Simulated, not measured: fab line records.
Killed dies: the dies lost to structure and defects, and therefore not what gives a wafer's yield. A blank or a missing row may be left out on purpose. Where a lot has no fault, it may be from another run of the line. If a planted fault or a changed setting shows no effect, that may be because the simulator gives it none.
Which tool is to blame? | flow sfq_line | 21 wafers from 7 lots sampled at 4 of the route's 325 steps

WHAT EACH GAUGE READ, for each wafer
SFQ_M7_OVL_MEAS_945.
lot  | measured     | on         | M7_OVL (nm)
L997 | day 75 02:05 | overlay-01 | 1 -6 -3
L999 | day 75 09:16 | overlay-01 | 0 0 2
L106 | day 76 09:04 | overlay-01 | 0 -4 -1
L111 | day 79 07:27 | overlay-02 | 5 -2 4
L115 | day 83 08:23 | overlay-02 | 8 5 3
L117 | day 83 18:43 | overlay-02 | 3 9 3
L119 | day 83 21:52 | overlay-01 | 0 8 10

WHAT TOOL EACH LOT RAN ON (gives the tool, then ch and the chambers of the sampled wafers, and finally the start)
lot  | SFQ_TRILAYER_M5_STRIP_STRIP_127   | SFQ_TRILAYER_M6_BARC_OPEN_METAL_ETCH_206 | SFQ_TRILAYER_I6_VIA_STRIP_STRIP_173
L997 | rie_metal-03 ch 0,1, day 56 20:02 | rie_metal-04 ch 0,1, day 70 16:28        | rie_metal-04 ch 0,1, day 74 18:53
L999 | rie_metal-03 ch 0,1, day 56 23:26 | rie_metal-04 ch 0,1, day 70 23:11        | rie_metal-04 ch 0,1, day 75 01:53
L106 | rie_metal-01 ch 0,1, day 57 20:04 | rie_metal-01 ch 0,1, day 71 19:47        | rie_metal-03 ch 0,1, day 75 17:51
L111 | rie_metal-01 ch 1, day 58 21:57   | rie_metal-03 ch 0,1, day 76 08:56        | rie_metal-02 ch 0,1, day 79 04:08
L115 | rie_metal-01 ch 0,1, day 60 01:52 | rie_metal-03 ch 0,1, day 77 06:32        | rie_metal-03 ch 0, day 80 16:15
L117 | rie_metal-04 ch 0,1, day 60 11:38 | rie_metal-01 ch 0,1, day 77 12:15        | rie_metal-03 ch 0,1, day 81 00:11
L119 | rie_metal-03 ch 1, day 60 21:41   | rie_metal-04 ch 0, day 77 15:51          | rie_metal-02 ch 0,1, day 81 02:35
- SFQ_TRILAYER_M5_STRIP_STRIP_127: strips in O2.
- SFQ_TRILAYER_M6_BARC_OPEN_METAL_ETCH_206: etches BARC in O2, target depth 125 nm, time 41.7 s.
- SFQ_TRILAYER_I6_VIA_STRIP_STRIP_173: strips in O2.

THE ANSWER, worked out from the rows above alone
Rule: the usual values come from the lots themselves. Put in order of their means at a reading, lots are off if they are a third of the lots or fewer, leave a main group of 4 or more, and stand apart from it by a gap of 3 or more times the standard deviation of the main group's means; of several such gaps the widest counts. The tables above print the reading to a certain number of digits; a main group whose means all agree to those digits is not used. A lot without any number at a reading at which 4 lots or more have one is off too. The other lots that the step has rows for count as sound.
No lot is off on any of the readings shown, so nothing can be concluded from this.

WHAT THE SIMULATOR HAD INSERTED
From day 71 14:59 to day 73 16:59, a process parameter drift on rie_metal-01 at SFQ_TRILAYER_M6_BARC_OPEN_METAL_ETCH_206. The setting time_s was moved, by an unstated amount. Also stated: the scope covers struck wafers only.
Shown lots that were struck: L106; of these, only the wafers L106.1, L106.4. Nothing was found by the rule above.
